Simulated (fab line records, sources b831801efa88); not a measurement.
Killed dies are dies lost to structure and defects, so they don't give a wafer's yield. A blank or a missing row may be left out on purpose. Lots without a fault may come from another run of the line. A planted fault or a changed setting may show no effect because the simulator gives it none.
One fault seen from 2 desks | flow sfq_line | each desk has only its own numbers; what lay behind them comes last

THE METROLOGY DESK
What the gauges read, lot by lot, whatever tool the lot ran on: means of the sampled wafers that have a number. A lot is out of limits, marked OUT, if its mean lies more than 4 standard deviations from the usual mean; the brackets give that distance.
Columns: A = JJ_NB_RS at SFQ_JJ_RS_MEAS_929, usual 1.046 ohm/sq
lot  | first seen here | A
L765 | day 37 11:55    | 1.054
L767 | day 38 16:02    | 1.046
L768 | day 39 00:26    | 1.051
L769 | day 39 04:02    | 1.060
L772 | day 40 01:40    | 1.040
L773 | day 40 05:14    | 1.061
L776 | day 43 03:40    | 1.047
L778 | day 43 23:53    | 1.048
L780 | day 44 23:26    | 0.945 (-9.2) OUT
L785 | day 47 11:07    | 1.048
L786 | day 48 02:43    | 1.048
L787 | day 48 13:37    | 1.048
L788 | day 49 15:03    | 1.069
This desk's finding: out of limits on L780; first on L780, day 44 23:26 (JJ_NB_RS at SFQ_JJ_RS_MEAS_929). In limits: L765, L767, L768, L769, L772, L773, L776, L778, L785, L786, L787, L788.

THE TOOL OWNER'S DESK: pvd_sputter-04
The tool's own readings at SFQ_TRILAYER_JJ_TRILAYER_DEP_SPUTTER_112 (material Nb, target thk 170 nm, time 113.3 s): means of the sampled wafers that have a number, for each lot that ran on this tool. A lot is out of limits, marked OUT, if its mean lies more than 4 standard deviations from the usual mean; the brackets give that distance.
Columns: A = substrate_temp_c at SFQ_TRILAYER_JJ_TRILAYER_DEP_SPUTTER_112, usual 20.00 C; B = throttle_valve_pct at SFQ_TRILAYER_JJ_TRILAYER_DEP_SPUTTER_112, usual 30.2 %
lot  | first seen here | A     | B
L765 | day 37 11:48    | 20.05 | 30.2
L772 | day 40 01:33    | 19.91 | 30.2
L776 | day 43 03:35    | 20.00 | 29.9
L778 | day 43 23:47    | 20.05 | 30.3
L780 | day 44 23:21    | 19.95 | 29.8
L785 | day 47 11:02    | 19.99 | 29.9
L786 | day 48 02:38    | 20.02 | 30.1
L787 | day 48 13:32    | 20.01 | 30.0
This desk's finding: nothing out of limits on any of the 8 lots.

PUT TOGETHER
The metrology desk could have raised an alarm at day 44 23:26, on L780.
The tool owner's desk saw nothing out of limits.
The tool owner's desk has L780 on record, within its limits.
Of the lots named, all ran SFQ_TRILAYER_JJ_TRILAYER_DEP_SPUTTER_112 on pvd_sputter-04.

WHAT THE SIMULATOR HAD PUT IN
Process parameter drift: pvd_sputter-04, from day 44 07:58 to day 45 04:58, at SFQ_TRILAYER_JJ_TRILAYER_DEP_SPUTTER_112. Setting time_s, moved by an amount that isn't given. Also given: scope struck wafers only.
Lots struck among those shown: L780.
Hours from the fault's start to each desk's first reading out of limits: the metrology desk, 15.
